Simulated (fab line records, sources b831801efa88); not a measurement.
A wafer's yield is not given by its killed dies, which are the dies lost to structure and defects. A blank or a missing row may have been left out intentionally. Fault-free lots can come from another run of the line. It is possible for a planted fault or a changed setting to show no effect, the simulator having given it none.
Which of the tools did it?    flow sky130    13 lots with 38 wafers sampled at 5 steps, on a route of 708 steps

== WHAT THE GAUGES READ, wafer by wafer ==
SKY_METAL3_OVL_MEAS_14. Usual: for METAL3_OVL the level is 2 nm and the standard deviation is 5.6.
lot   measured      on          METAL3_OVL (nm)  flag
L621  day 38 17:44  overlay-01  10 8 9           
L625  day 39 21:59  overlay-01  0 3 3            
L626  day 40 10:20  overlay-01  10 10 6          
L628  day 41 07:28  overlay-02  3 9 7            
L633  day 42 10:36  overlay-01  10 11            
L634  day 42 12:44  overlay-01  1 3 3            
L636  day 43 07:32  overlay-02  3 6 6            
L637  day 43 12:02  overlay-01  1 -1 2           
L640  day 43 20:53  overlay-01  1 -2 3           
L641  day 44 03:11  overlay-02  -6 -1 -9         
L643  day 44 19:14  overlay-02  -4 0 -6          
L644  day 44 22:58  overlay-02  -5 -9 0          
L642  day 45 04:26  overlay-01  3 1 -2           

SKY_VIA3_THK_MEAS_01. Usual: for VIA3_HDPCVD_THK the level is 1633 nm and the standard deviation is 17.
lot   measured      on             VIA3_HDPCVD_THK (nm)  flag
L621  day 38 18:58  film-metro-03  1646 1639 1648        
L625  day 39 23:07  film-metro-03  1644 1641 1626        
L626  day 40 11:27  film-metro-04  1658 1631 1669        
L628  day 41 08:38  film-metro-03  1653 1656 1629        
L633  day 42 11:46  film-metro-03  1624 1632             
L634  day 42 13:53  film-metro-04  1641 1625 1623        
L636  day 43 08:55  film-metro-04  1626 1611 1629        
L637  day 43 13:20  film-metro-01  1621 1622 1607        
L640  day 43 22:01  film-metro-03  1633 1628 1624        
L641  day 44 04:19  film-metro-03  1616 1602 1621        
L643  day 44 20:22  film-metro-04  1669 1628 1656        
L644  day 45 00:05  film-metro-03  1614 1635 1611        
L642  day 45 05:41  film-metro-03  1627 1631 1646        

SKY_METAL4_CD_MEAS_13: target cd 300 nm. Usual: cd-nm reads 300.3 nm (standard deviation 1.3).
lot   measured      on         cd-nm (nm)         flag
L621  day 41 21:08  cd-sem-01  301.1 300.1 300.5  
L625  day 43 00:47  cd-sem-01  301.4 299.6 300.2  
L626  day 43 14:34  cd-sem-02  301.3 301.5 300.9  
L628  day 44 08:59  cd-sem-02  298.2 298.5 298.8  
L633  day 45 09:28  cd-sem-01  300.1 301.2        
L634  day 45 12:05  cd-sem-01  298.5 298.5 298.5  
L636  day 46 04:43  cd-sem-02  300.9 301.1 300.4  
L637  day 46 09:26  cd-sem-01  300.9 301.5 300.5  
L640  day 46 16:38  cd-sem-01  186.1 92.8 245.9   OFF
L641  day 46 20:55  cd-sem-02  160.6 120.4 239.6  OFF
L643  day 47 13:52  cd-sem-02  299.1 299.7 299.6  
L644  day 47 15:56  cd-sem-01  297.9 298.8 299.1  
L642  day 47 20:16  cd-sem-01  300.8 301.4 300.8  

== EACH LOT AND THE TOOL THAT RAN IT (in order: tool; ch and the chambers of the sampled wafers; start) ==
lot   SKY_METAL3_METAL_ETCH_18           SKY_METAL4_EXPOSE_10
L621  rie-metal-04 ch 1, day 38 17:55    krf-scanner-02 ch 0, day 41 10:20
L625  rie-metal-04 ch 0,1, day 39 22:10  krf-scanner-02 ch 0, day 42 14:16
L626  rie-metal-03 ch 0,1, day 40 10:31  krf-scanner-01 ch 0, day 43 03:19
L628  rie-metal-02 ch 0,1, day 41 07:39  krf-scanner-01 ch 0, day 43 21:26
L633  rie-metal-02 ch 0,1, day 42 10:50  krf-scanner-01 ch 0, day 44 22:04
L634  rie-metal-03 ch 0,1, day 42 12:55  krf-scanner-02 ch 0, day 45 00:55
L636  rie-metal-04 ch 0, day 43 07:43    krf-scanner-01 ch 0, day 45 17:52
L637  rie-metal-04 ch 0, day 43 12:17    krf-scanner-01 ch 0, day 45 22:31
L640  rie-metal-02 ch 0,1, day 43 21:08  krf-scanner-01 ch 0, day 46 07:32
L641  rie-metal-03 ch 0,1, day 44 03:22  krf-scanner-01 ch 0, day 46 12:38
L643  rie-metal-04 ch 0,1, day 44 19:25  krf-scanner-02 ch 0, day 47 04:53
L644  rie-metal-04 ch 1, day 44 23:09    krf-scanner-02 ch 0, day 47 07:07
L642  rie-metal-03 ch 0, day 45 04:44    krf-scanner-02 ch 0, day 47 10:49
- SKY_METAL3_METAL_ETCH_18: etches the open film in Cl2/BCl3, stops on SiO2, target depth 845 nm, time 183.1 s.
- SKY_METAL4_EXPOSE_10: exposes mask MM4, target cd 300 nm.

== AS READ BY THE TOOLS THEMSELVES (means over the sampled wafers that have a number; for cases with no such wafer, the mark the record gives instead) ==
SKY_METAL3_METAL_ETCH_18. Usual: drypump-motor-current-A 5.7 A, standard deviation 0.32; mfc-cl2-sccm 60.01 sccm, standard deviation 0.16; oes-product-au 0.864 a.u., standard deviation 0.0076; throttle-valve-pct 22.264 %, standard deviation 0.0098.
lot   tool          drypump-motor-current-A (A)  mfc-cl2-sccm (sccm)  oes-product-au (a.u.)  throttle-valve-pct (%)  flag
L621  rie-metal-04  5.9                          59.97                0.875                  22.269                  
L625  rie-metal-04  5.7                          60.25                0.871                  22.267                  
L626  rie-metal-03  6.1                          59.96                0.865                  22.278                  
L628  rie-metal-02  5.8                          60.09                0.869                  22.270                  
L633  rie-metal-02  5.8                          59.77                0.869                  22.264                  
L634  rie-metal-03  6.1                          59.86                0.874                  22.262                  
L636  rie-metal-04  5.3                          59.95                0.855                  22.253                  
L637  rie-metal-04  5.4                          60.02                0.854                  22.269                  
L640  rie-metal-02  5.8                          60.05                0.861                  22.264                  
L641  rie-metal-03  6.1                          59.96                0.861                  22.260                  
L643  rie-metal-04  5.6                          60.17                0.858                  22.259                  
L644  rie-metal-04  5.9                          60.02                0.859                  22.271                  
L642  rie-metal-03  5.8                          59.95                0.857                  22.264                  

== THE ANSWER, worked out from the rows above alone ==
Rule: a lot counts as off when the mean over its wafers that have a number is more than 3 standard deviations away from the usual mean. Also off: a lot with no number at a reading for which 4 or more lots have one. Where the step has rows for the other lots, those lots are counted as sound. First the gauges in route order, then the tools' own readings, where a lot's mean is used as printed above. The first step at which some lot is off is used, and at that step the reading that is off furthest; a lot without a number counts as furthest.
Off: L640, L641, at SKY_METAL4_CD_MEAS_13 (cd-nm).
A tool fits if, at a process step before that reading, it ran every lot that is off, and no sound lot after the first of them. Gauges at SKY_METAL4_CD_MEAS_13: tried the same way as those tools. One fits: SKY_METAL4_EXPOSE_10 on krf-scanner-01. Its last sound lot is L637 (day 45 22:31), its first lot that is off L640 (day 46 07:32): a fault that began between those two fits.

== WHAT WAS PUT IN BY THE SIMULATOR ==
Process parameters drifting: krf-scanner-01 at SKY_METAL4_EXPOSE_10, beginning at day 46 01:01. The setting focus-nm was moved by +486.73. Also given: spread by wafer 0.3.
Shown lots that were struck: L640, L641. Same finding as the rule above.
